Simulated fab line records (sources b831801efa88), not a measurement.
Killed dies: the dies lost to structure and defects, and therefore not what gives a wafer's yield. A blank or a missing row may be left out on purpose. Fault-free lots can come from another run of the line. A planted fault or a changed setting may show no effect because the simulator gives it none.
Problem report in the 8D (eight disciplines) form, filled by code / flow sky130 / the parts of the form that need people (team, actions taken, sign-off) are left out

1. WHAT IS WRONG
Wafers free of any fault read 1487 (standard deviation 5.8) for LDD_LDN_TW at SKY_LDD_LDN_TW_MEAS_13, against a mean of 1380 on 6 wafers of 2 lots. That puts it -18 standard deviations away from the usual mean.
Earliest sighting: wafer L144.1 on film-metro-04 at day 29 23:50. The record has a number at this step for 39 wafers belonging to 13 lots. Rule for "out", or "out of limits": more than 4 standard deviations from the usual mean. The other wafers with a number count as sound.

2. WHAT IT IS AND WHAT IT IS NOT
question=which readings at this step | is=LDD_LDN_TW | is not=-
question=which lots | is=L144, L146 | is not=L125, L128, L129, L130, L131, L132, L136, L138, L143, L145, L147
question=which wafers of those lots | is=all that have a number | is not=-
question=read on which gauges | is=film-metro-01, film-metro-04 | is not=film-metro-02
question=when | is=from day 29 23:50 | is not=up to then (27 sound wafers); but 6 sound wafers of L145, L147 came after

3. SUSPECTS, AND WHAT RULES EACH OUT
Counting: a tool at a process step up to the reading stays a suspect if it ran every lot that is out and no sound lot after the first of them.
- the gauge at SKY_LDD_LDN_TW_MEAS_13 has been ruled out. The wafers that are out were read on 2 gauges (film-metro-01, film-metro-04).
- implanter-03 at SKY_LDD_LDN_IMPLANT_10: kept. All lots that are out passed through it, beginning with L144 at day 29 23:26, and no sound lot followed; its final sound lot before that point was L138 at day 28 00:17. Its own readings are out on those wafers: dose-ions-cm2, faraday-current-uA.
After counting, what remains is implanter-03 at SKY_LDD_LDN_IMPLANT_10.

4. THE CAUSE (what the simulator had put in)
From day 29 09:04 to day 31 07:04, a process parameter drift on implanter-03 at SKY_LDD_LDN_IMPLANT_10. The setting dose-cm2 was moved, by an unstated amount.
Only this tool survived the counting.

5. THE EFFECT CHAIN, in route order
Each row: a reading where the mean over the struck wafers with a number is more than 3 standard deviations away from the usual. Scope: only readings with a usual standard deviation given in the record; hours: median across lots of the time from each lot's start at the first step in this table that gives one to its start at this step; sigmas: change in usual standard deviations.
hours=0; step=SKY_LDD_LDN_IMPLANT_10; reading=dose-ions-cm2; usual=1.2501e+13; on struck wafers=1.2638e+12; change=-1.1237e+13; sigmas=-99 or more
hours=0; step=SKY_LDD_LDN_IMPLANT_10; reading=faraday-current-uA; usual=70.3; on struck wafers=7.0; change=-63.3; sigmas=-45
hours=0; step=SKY_LDD_LDN_TW_MEAS_13; reading=LDD_LDN_TW; usual=1487; on struck wafers=1380; change=-107; sigmas=-18
Here are the process steps it includes:
- SKY_LDD_LDN_IMPLANT_10
At these later measuring or inspecting steps, every struck wafer for which the step has a row has a number for every such reading, and none has moved that far: SKY_LOCAL_INTERCONNECT_CD_MEAS_11.

6. HOW IT WOULD HAVE BEEN CAUGHT EARLIER
Counted from the fault's start at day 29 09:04, it took 15 hours until the first out-of-limits reading at a measuring or inspecting step in this record, taken at day 29 23:50.
Tool's own readings at SKY_LDD_LDN_IMPLANT_10, dose-ions-cm2, faraday-current-uA: out on all struck wafers the step has rows for; an alarm limit on them would have tripped on the first.
Of the lots that are out (2), L146 began SKY_LDD_LDN_IMPLANT_10 on implanter-03 after day 29 23:50. Had the tool been put on hold then, it would have been spared.
